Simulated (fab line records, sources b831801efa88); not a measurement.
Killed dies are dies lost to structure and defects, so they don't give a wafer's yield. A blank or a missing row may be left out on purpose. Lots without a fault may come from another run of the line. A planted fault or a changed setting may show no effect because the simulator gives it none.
Chamber matching | flow gf180mcu | GF_V3_CMP_04 on cmp-02: 4 sister chambers
The step polishes SiO2. 18 wafers are shown with their chamber, then 9 later ones without.

WAFERS WITH THEIR CHAMBER
wafer  | chamber | motor_current_A (A) | time_to_endpoint_s (s) | retaining_ring_pressure_frac
L637.1 | 0       | 12.1                | 76                     | 0.988
L637.2 | 3       | 10.6                | 84                     | 1.003
L637.3 | 1       | 15.8                | 88                     | 1.007
L639.1 | 1       | 16.0                | 85                     | 1.003
L639.3 | 0       | 13.2                | 79                     | 1.000
L639.6 | 1       | 16.4                | 85                     | 1.004
L641.1 | 0       | 12.2                | 80                     | 0.994
L641.4 | 2       | 14.2                | 85                     | 0.998
L641.5 | 1       | 15.2                | 90                     | 0.998
L643.1 | 1       | 15.5                | 72                     | 0.993
L643.5 | 0       | 13.3                | 82                     | 1.008
L643.6 | 3       | 10.3                | 77                     | 1.009
L653.2 | 0       | 12.3                | 69                     | 0.999
L653.4 | 3       | 10.9                | 77                     | 1.003
L653.6 | 3       | 10.4                | 89                     | 0.997
L656.2 | 3       | 10.2                | 77                     | 0.992
L656.3 | 1       | 16.3                | 74                     | 0.996
L656.6 | 2       | 12.7                | 82                     | 0.992

SIGNATURES (means of the wafers above)
reading                      | chamber 0 | chamber 1 | chamber 2 | chamber 3 | scatter within a chamber
motor_current_A              | 12.620    | 15.867    | 13.450    | 10.480    | 0.525
time_to_endpoint_s           | 77.20     | 82.33     | 83.50     | 80.80     | 6.03
retaining_ring_pressure_frac | 0.99780   | 1.00017   | 0.99500   | 1.00080   | 0.00627
Rule: a wafer's distance from a chamber is the root of the sum, over the readings, of the square of ((its reading less the chamber's mean) divided by the reading's scatter). The wafer belongs to the nearest chamber; if the next one is less than 2 further off, it can't be placed. The scatter: the root of (the sum of the squares of (reading less its chamber's mean) over the shown wafers, divided by (wafers less chambers)).

WAFERS WITHOUT THEIR CHAMBER
wafer  | motor_current_A (A) | time_to_endpoint_s (s) | retaining_ring_pressure_frac
L658.1 | 10.5                | 81                     | 0.998
L658.3 | 16.4                | 70                     | 0.995
L658.6 | 16.0                | 78                     | 0.986
L659.1 | 12.8                | 68                     | 0.996
L659.2 | 12.9                | 79                     | 0.990
L659.4 | 10.6                | 73                     | 0.991
L660.1 | 10.0                | 74                     | 1.007
L660.2 | 16.4                | 82                     | 1.004
L660.6 | 12.5                | 83                     | 1.003

WHICH CHAMBER EACH WENT THROUGH
wafer  | from the rows above     | in truth
L658.1 | 3                       | 3
L658.3 | 1                       | 1
L658.6 | 1                       | 1
L659.1 | can't be placed: 0 or 2 | 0
L659.2 | can't be placed: 0 or 2 | 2
L659.4 | 3                       | 3
L660.1 | 3                       | 3
L660.2 | 1                       | 1
L660.6 | can't be placed: 0 or 2 | 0
Placed correctly: 6 of 9. Can't be placed from these rows: 3 (the true chamber is among the candidates in 3). Placed wrongly: 0.
